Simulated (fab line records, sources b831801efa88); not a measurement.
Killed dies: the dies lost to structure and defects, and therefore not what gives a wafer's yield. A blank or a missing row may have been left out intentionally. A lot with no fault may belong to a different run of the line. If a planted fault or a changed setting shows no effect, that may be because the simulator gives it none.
Comparing a struck lot with a sound one -- flow sky130 -- 14 out of 708 route steps
Sound: these wafers, L773.1, L773.2, L773.4. Wafers struck: L766.2, L766.3, L766.4. The cause is given at the end.
Order at every step that has rows: each side's tool, ch and its chambers, its first start. Under that, the readings that differ: sound wafers -- struck wafers -- difference of the means -- sigmas: that difference in standard deviations of wafers without a fault.
alike: readings whose means differ by less than 2 such deviations, and words and numbers that are the same on both sides. not compared: withheld readings, readings that some wafer has no value for, bounds like >300 that may hide the same value, and numbers for which the record gives no deviation and whose values overlap.
The two part at a step that has a row with sigmas, a row that says differs or no value, or rows on one side only. Numbers that don't overlap but have no deviation are shown without sigmas and don't part them. Lack of a reading on every wafer of one side parts them only where that side has two or more wafers.

first, 6 steps without rows for these wafers: SKY_METAL4_COAT_07 (resist thk 60 nm); SKY_METAL4_COAT_08 (resist thk 1140 nm); SKY_METAL4_SOFTBAKE_09 (time 90 s); SKY_METAL4_EXPOSE_10 (exposes mask MM4, target cd 300 nm); SKY_METAL4_PEB_11; SKY_METAL4_DEVELOP_12 (develop time 60 s).
SKY_METAL4_CD_MEAS_13 targets a cd of 300 nm.
  sound on cd-sem-02, day 46 07:37; struck on cd-sem-01, day 44 22:05
  alike: cd-nm
SKY_METAL4_OVL_MEAS_14:
  sound on overlay-02, day 46 07:44; struck on overlay-02, day 44 22:12
  alike: METAL4_OVL
SKY_METAL4_DESCUM_15: chemistry O2, time 8 s.
  sound on rie-metal-01 ch 0,1, day 46 07:46; struck on rie-metal-04 ch 0,1, day 44 22:14
  alike: drypump-motor-current-A, oes-product-au
  not compared: rf-hours-counter-h
SKY_METAL4_ETCH_16: etches BARC in N2/H2, stops on SiO2, time 88.2 s, target depth 60 nm.
  sound on rie-metal-01 ch 0,1, day 46 07:48; struck on rie-metal-04 ch 0,1, day 44 22:16
  alike: drypump-motor-current-A, oes-product-au, throttle-valve-pct
  not compared: rf-hours-counter-h
SKY_METAL4_ETCH_17: etches SiO2 in C4F8/O2/Ar, stops on TiN, time 3.9 s, target depth 15 nm.
  sound on rie-diel-02 ch 0,2,3, day 46 07:54; struck on rie-diel-01 ch 0,1,3, day 44 22:22
  alike: oes-product-au
  not compared: rf-hours-counter-h
SKY_METAL4_METAL_ETCH_18: etches the open film in Cl2/BCl3, stops on SiO2, target depth 845 nm, time 183.1 s.
  sound on rie-metal-04 ch 0,1, day 46 07:55; struck on rie-metal-02 ch 0,1, day 44 22:23
  alike: drypump-motor-current-A, oes-product-au, throttle-valve-pct
  not compared: rf-hours-counter-h
SKY_METAL4_STRIP_19: strips in O2/N2.
  sound on plasma-asher-04 ch 0,1, day 46 08:05; struck on plasma-asher-04 ch 0,1, day 44 22:34
  no value came back on the struck wafers for chamber-pressure-mTorr (mTorr), drypump-motor-current-A (A), oes-product-au (a.u.), strip-time-to-endpoint-s (s); on the sound wafers chamber-pressure-mTorr (mTorr) reads 1500.1 1500.6 1499.6
reading,sound,struck,difference,sigmas
model.KrF-thick_of_METAL4_COAT_08.thk-nm (nm),0 0 0,522.1 520.8 527.7,+523.5,
  not compared: rf-hours-counter-h
then, 1 step without rows for these wafers: SKY_METAL4_STRIP_20 (strips in post etch residue remover, time 1200 s).

== WHERE THEY PART ==
Within this record, at SKY_METAL4_STRIP_19 only.

WHY: whatever the simulator had introduced
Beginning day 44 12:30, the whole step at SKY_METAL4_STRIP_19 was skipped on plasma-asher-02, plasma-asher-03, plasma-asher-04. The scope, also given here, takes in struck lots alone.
